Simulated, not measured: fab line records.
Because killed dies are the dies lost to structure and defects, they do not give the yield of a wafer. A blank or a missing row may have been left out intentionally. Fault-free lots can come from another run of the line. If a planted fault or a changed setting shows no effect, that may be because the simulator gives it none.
Chamber matching || flow sky130 || SKY_VIA4_HDPCVD_00 on hdpcvd-01: 3 sister chambers
The step deposits SiO2, target thk 1750 nm, time 291.7 s. 14 wafers are shown with their chamber, then 7 later ones without.

WAFERS WITH THEIR CHAMBER
{"wafer": "L115.1", "chamber": 1, "sih4FlowSccm (sccm)": 59.73}
{"wafer": "L115.4", "chamber": 0, "sih4FlowSccm (sccm)": 60.35}
{"wafer": "L115.5", "chamber": 1, "sih4FlowSccm (sccm)": 59.67}
{"wafer": "L119.1", "chamber": 0, "sih4FlowSccm (sccm)": 59.86}
{"wafer": "L119.3", "chamber": 1, "sih4FlowSccm (sccm)": 60.06}
{"wafer": "L119.4", "chamber": 1, "sih4FlowSccm (sccm)": 60.08}
{"wafer": "L118.3", "chamber": 2, "sih4FlowSccm (sccm)": 60.00}
{"wafer": "L118.4", "chamber": 1, "sih4FlowSccm (sccm)": 60.00}
{"wafer": "L118.5", "chamber": 0, "sih4FlowSccm (sccm)": 59.66}
{"wafer": "L121.3", "chamber": 2, "sih4FlowSccm (sccm)": 60.03}
{"wafer": "L121.4", "chamber": 0, "sih4FlowSccm (sccm)": 59.89}
{"wafer": "L121.5", "chamber": 1, "sih4FlowSccm (sccm)": 59.93}
{"wafer": "L123.2", "chamber": 1, "sih4FlowSccm (sccm)": 59.88}
{"wafer": "L123.3", "chamber": 0, "sih4FlowSccm (sccm)": 60.13}

SIGNATURES (means of the wafers above)
{"reading": "sih4FlowSccm", "chamber 0": 59.9780, "chamber 1": 59.9071, "chamber 2": 60.0150, "scatter within a chamber": 0.199}
Rule: for a wafer and a chamber, the distance is found by dividing, reading by reading, the gap between the wafer's reading and the chamber's mean by the reading's scatter, squaring, summing and taking the root. If the next closest chamber is less than 2 further off than the closest, the wafer can't be placed; otherwise it belongs to the closest. The scatter is the square root of a quotient: the sum, over the shown wafers, of each reading's squared deviation from its chamber's mean, divided by wafers minus chambers.

WAFERS WITH NO CHAMBER GIVEN
{"wafer": "L123.4", "sih4FlowSccm (sccm)": 59.84}
{"wafer": "L136.1", "sih4FlowSccm (sccm)": 59.91}
{"wafer": "L136.2", "sih4FlowSccm (sccm)": 59.77}
{"wafer": "L136.5", "sih4FlowSccm (sccm)": 60.10}
{"wafer": "L137.2", "sih4FlowSccm (sccm)": 60.03}
{"wafer": "L137.4", "sih4FlowSccm (sccm)": 59.88}
{"wafer": "L137.5", "sih4FlowSccm (sccm)": 59.76}

CHAMBER TAKEN BY EACH
{"wafer": "L123.4", "from the rows above": "can't be placed: 1 or 0 or 2", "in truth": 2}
{"wafer": "L136.1", "from the rows above": "can't be placed: 1 or 0 or 2", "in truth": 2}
{"wafer": "L136.2", "from the rows above": "can't be placed: 1 or 0 or 2", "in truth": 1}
{"wafer": "L136.5", "from the rows above": "can't be placed: 2 or 0 or 1", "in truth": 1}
{"wafer": "L137.2", "from the rows above": "can't be placed: 2 or 0 or 1", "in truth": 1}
{"wafer": "L137.4", "from the rows above": "can't be placed: 1 or 0 or 2", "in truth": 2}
{"wafer": "L137.5", "from the rows above": "can't be placed: 1 or 0 or 2", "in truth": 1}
Placed correctly: 0 of 7. These rows do not allow placing 7 (true chamber among the candidates in 7). Number placed wrongly: 0.
